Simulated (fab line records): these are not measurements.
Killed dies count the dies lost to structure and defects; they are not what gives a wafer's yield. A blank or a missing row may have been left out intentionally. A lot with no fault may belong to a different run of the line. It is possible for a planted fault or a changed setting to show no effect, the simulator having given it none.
One fault through the eyes of 2 desks -- flow gf180mcu -- each desk holds nothing but its own numbers, with what lay behind them at the end

FROM THE METROLOGY DESK
What the gauges read for every lot (on any tool): the sampled wafers with a number, averaged. Marked OUT: a lot whose mean sits more than 4 standard deviations from the usual mean, which makes it out of limits; the brackets give that distance.
Columns: A = cdNm at GF_V3_CD_MEAS_14, usual 260.3 nm; B = V5_CVD_02_THK at GF_V5_THK_MEAS_03, usual 1452 nm
lot,first seen here,A,B
L653,day 24 07:47,259.6,1476
L652,day 24 11:42,262.2,1447
L654,day 24 14:22,261.4,1458
L655,day 25 03:03,260.3,1468
L657,day 25 23:01,261.4,1460
L658,day 26 05:44,260.3,1446
L659,day 26 11:32,258.6,1445
L666,day 28 14:12,259.0,1241 (-10) OUT
L667,day 28 19:29,259.2,1256 (-9.3) OUT
L668,day 29 06:12,259.7,1223 (-11) OUT
L670,day 29 14:23,260.7,1458
L671,day 29 17:15,261.8,1462
This desk's finding: out of limits on L666, L667, L668; first on L666, day 31 22:15 (V5_CVD_02_THK at GF_V5_THK_MEAS_03). In limits: L653, L652, L654, L655, L657, L658, L659, L670, L671.

AT THE TOOL OWNER'S DESK: pecvd-01
The tool's own readings at GF_V5_CVD_02 (deposits SiO2 from TEOS, target thk 1450 nm, time 163.28 s): means of the sampled wafers that have a number, for each lot that ran on this tool. Marked OUT: a lot whose mean sits more than 4 standard deviations from the usual mean, which makes it out of limits; the brackets give that distance.
Columns: A = heaterPowerW at GF_V5_CVD_02, usual 634 W; B = rfFwdPowerW at GF_V5_CVD_02, usual 598.2 W
lot,first seen here,A,B
L652,day 28 05:34,622,600.2
L666,day 31 22:02,682,357.8 (-99 or more) OUT
L667,day 32 02:29,673,358.9 (-99 or more) OUT
L668,day 32 12:10,736,358.9 (-99 or more) OUT
Finding of this desk: L666, L667, L668 out of limits; the first was L666 at day 31 22:02, on rfFwdPowerW at GF_V5_CVD_02. In limits: L652.

ALL TOGETHER
At day 31 22:02, on L666, L667, L668, the tool owner's desk was in a position to raise an alarm.
L666, L667, L668 would have let the metrology desk raise an alarm at day 31 22:15.
On pecvd-01, each named lot ran GF_V5_CVD_02.

WHAT THE SIMULATOR HAD PUT IN
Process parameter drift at GF_V5_CVD_02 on pecvd-01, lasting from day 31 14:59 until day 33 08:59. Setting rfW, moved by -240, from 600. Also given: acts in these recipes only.
Struck lots among those shown: L666, L667, L668.
Delay (hours) between the fault's onset and each desk's first out-of-limits reading: 7 at the tool owner's desk, 7 at the metrology desk.
